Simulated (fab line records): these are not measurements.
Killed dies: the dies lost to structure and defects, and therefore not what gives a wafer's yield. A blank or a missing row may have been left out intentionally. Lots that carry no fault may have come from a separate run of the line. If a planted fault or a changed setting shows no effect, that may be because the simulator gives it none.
Matching of chambers | flow sky130 | cmp-02 running SKY_CONTACT_CMP_27: 4 sister chambers
The step polishes, stops on SiO2, t overpolish 15 s, target thk 0 nm. 18 wafers are shown with their chamber, then 9 later ones without.

WAFERS, EACH WITH ITS CHAMBER
wafer  | chamber | motor-current-A (A) | time-to-endpoint-s (s) | slurry-flow-ml-min
L166.1 | 3       | 11.7                | 82                     | 150.3
L166.3 | 1       | 11.3                | 82                     | 149.7
L166.6 | 3       | 11.0                | 81                     | 149.2
L168.1 | 3       | 10.6                | 75                     | 150.2
L168.2 | 2       | 13.2                | 82                     | 151.0
L168.3 | 0       | 10.3                | 85                     | 149.9
L169.1 | 0       | 10.0                | 83                     | 150.4
L169.2 | 1       | 11.4                | 77                     | 149.8
L169.5 | 0       | 10.3                | 83                     | 151.1
L173.1 | 3       | 11.3                | 76                     | 149.9
L173.3 | 0       | 9.7                 | 85                     | 149.8
L173.6 | 2       | 12.6                | 84                     | 150.1
L175.3 | 3       | 11.5                | 78                     | 150.4
L175.4 | 2       | 12.0                | 88                     | 150.0
L175.6 | 3       | 11.2                | 80                     | 149.8
L174.3 | 1       | 11.4                | 82                     | 150.9
L174.4 | 2       | 13.0                | 83                     | 149.5
L174.5 | 3       | 11.8                | 80                     | 149.2

SIGNATURES (means of the wafers above)
reading            | chamber 0 | chamber 1 | chamber 2 | chamber 3 | scatter within a chamber
motor-current-A    | 10.075    | 11.367    | 12.700    | 11.300    | 0.39
time-to-endpoint-s | 84.00     | 80.33     | 84.25     | 78.86     | 2.42
slurry-flow-ml-min | 150.300   | 150.133   | 150.150   | 149.857   | 0.573
Rule: a wafer's distance from a chamber is the root of the sum, over the readings, of the square of ((its reading less the chamber's mean) divided by the reading's scatter). If the next closest chamber is less than 2 further off than the closest, the wafer can't be placed; otherwise it belongs to the closest. The scatter is the square root of a quotient: the sum, over the shown wafers, of each reading's squared deviation from its chamber's mean, divided by wafers minus chambers.

WAFERS MISSING THEIR CHAMBER
wafer  | motor-current-A (A) | time-to-endpoint-s (s) | slurry-flow-ml-min
L176.1 | 12.6                | 89                     | 150.4
L176.4 | 11.3                | 87                     | 150.1
L176.5 | 10.7                | 79                     | 148.9
L177.2 | 12.8                | 86                     | 150.3
L177.3 | 11.5                | 79                     | 150.7
L177.4 | 10.3                | 85                     | 150.5
L187.1 | 10.4                | 76                     | 149.5
L187.2 | 12.6                | 81                     | 149.2
L187.4 | 11.3                | 72                     | 150.3

CHAMBER TAKEN BY EACH
wafer  | from the rows above               | in truth
L176.1 | 2                                 | 2
L176.4 | can't be placed: 1 or 3 or 0 or 2 | 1
L176.5 | can't be placed: 3 or 1 or 0      | 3
L177.2 | 2                                 | 2
L177.3 | can't be placed: 1 or 3           | 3
L177.4 | 0                                 | 0
L187.1 | can't be placed: 3 or 1 or 0      | 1
L187.2 | can't be placed: 2 or 1 or 3      | 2
L187.4 | can't be placed: 3 or 1           | 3
Placed correctly: 3 of 9. Can't be placed from these rows: 6 (the true chamber is among the candidates in 6). Number placed wrongly: 0.
